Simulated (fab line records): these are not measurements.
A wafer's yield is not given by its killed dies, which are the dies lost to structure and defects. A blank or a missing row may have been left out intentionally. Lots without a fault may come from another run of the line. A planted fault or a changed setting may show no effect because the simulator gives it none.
A struck lot beside a sound one -- flow gf180mcu -- 27 steps out of a route of 602
Sound: these wafers, L755.1, L755.2, L755.5. Wafers struck: L762.1, L762.2, L762.3. The cause is given at the end.
Each step with rows lists, per side, the tool, then ch with its chambers, then its first start. Under that, the readings that differ: sound wafers -- struck wafers -- difference of the means -- sigmas: that difference in standard deviations of wafers without a fault.
alike: readings whose means differ by less than 2 such deviations, and words and numbers that are the same on both sides. not compared: withheld readings, readings that some wafer has no value for, bounds like >300 that may hide the same value, and numbers for which the record gives no deviation and whose values overlap.
A row with sigmas, a row that says differs or no value, or rows on one side alone: a step with any of these is where the two part. Numbers that don't overlap but have no deviation are shown without sigmas and don't part them. A reading missing from all wafers of one side parts the sides only when that side holds two or more wafers.

GF_NWELL_STRIP_10: strips in O2/N2.
  sound on plasmaAsher-04 ch 0,1, day 4 11:02; struck on plasmaAsher-04 ch 0,1, day 5 20:53
  alike: chamberPressureMTorr, drypumpMotorCurrentA, heaterPowerW, oesProductAu, stripTimeToEndpointS
  not compared: rfHoursCounterH
GF_NWELL_TW_MEAS_11:
  sound on filmMetro-01, day 4 11:08; struck on filmMetro-01, day 5 20:59
  alike: NWELL_TW
then, 7 steps without rows for these wafers: GF_LVPWELL_DEHYDRATE_00 (time 60 s); GF_LVPWELL_HMDS_01 (prime time 60 s); GF_LVPWELL_COAT_02 (resist thk 3000 nm); GF_LVPWELL_SOFTBAKE_03; GF_LVPWELL_EXPOSE_04 (exposes mask LVPWELL, target cd 600 nm); GF_LVPWELL_PEB_05; GF_LVPWELL_DEVELOP_06 (develop time 60 s).
GF_LVPWELL_OVL_MEAS_07:
  sound on overlay-02, day 4 23:53; struck on overlay-01, day 6 10:20
  alike: LVPWELL_OVL
then, 2 steps without rows for these wafers: GF_LVPWELL_IMPLANT_08; GF_LVPWELL_IMPLANT_09.
GF_LVPWELL_STRIP_10: strips in O2/N2.
  sound on plasmaAsher-03 ch 0,1, day 5 00:14; struck on plasmaAsher-02 ch 0,1, day 6 10:41
  no value came back on the struck wafers for any of 5 readings (chamberPressureMTorr (mTorr), drypumpMotorCurrentA (A) and others); on the sound wafers chamberPressureMTorr (mTorr) reads 1497.6 1500.7 1500.2
reading,sound,struck,difference,sigmas
model.coat_of_LVPWELL_COAT_02.thkNm (nm),0 0 0,2996 3007 3002,+3002,
  not compared: rfHoursCounterH
GF_LVPWELL_TW_MEAS_11:
  sound on filmMetro-02, day 5 00:20; struck on filmMetro-01, day 6 10:47
  alike: LVPWELL_TW
then, 7 steps without rows for these wafers: GF_MVSD_DEHYDRATE_00 (time 60 s); GF_MVSD_HMDS_01 (prime time 60 s); GF_MVSD_COAT_02 (resist thk 3000 nm); GF_MVSD_SOFTBAKE_03; GF_MVSD_EXPOSE_04 (exposes mask MVSD, target cd 1000 nm); GF_MVSD_PEB_05; GF_MVSD_DEVELOP_06 (develop time 60 s).
GF_MVSD_OVL_MEAS_07:
  sound on overlay-01, day 5 13:41; struck on overlay-02, day 7 00:23
  alike: MVSD_OVL
then, 2 steps without rows for these wafers: GF_MVSD_IMPLANT_08; GF_MVSD_IMPLANT_09.
GF_MVSD_STRIP_10: strips in O2/N2.
  sound on plasmaAsher-03 ch 0,1, day 5 14:01; struck on plasmaAsher-01 ch 0,1, day 7 00:44
reading,sound,struck,difference,sigmas
drypumpMotorCurrentA (A),6.0 6.1 6.0,5.2 5.0 5.0,-1.0,-2
heaterPowerW (W),349 337 346,314 292 292,-45,-2
oesProductAu (a.u.),0.723 0.730 0.717,0.737 0.744 0.741,+0.017,+4
stripTimeToEndpointS (s),36.87 36.89 36.94,81.20 81.30 81.30,+44.37,+99 or more
  alike: chamberPressureMTorr
  not compared: rfHoursCounterH
GF_MVSD_TW_MEAS_11:
  sound on filmMetro-03, day 5 14:07; struck on filmMetro-02, day 7 00:50
reading,sound,struck,difference,sigmas
MVSD_TW,1581 1589 1577,30 30 30,-1552,-99 or more
then, 1 step without rows for these wafers: GF_MVPSD_DEHYDRATE_00 (time 60 s).

## WHERE THEY PART
First at GF_LVPWELL_STRIP_10; last, within this record, at GF_MVSD_TW_MEAS_11.

WHY: what had been put in by the simulator
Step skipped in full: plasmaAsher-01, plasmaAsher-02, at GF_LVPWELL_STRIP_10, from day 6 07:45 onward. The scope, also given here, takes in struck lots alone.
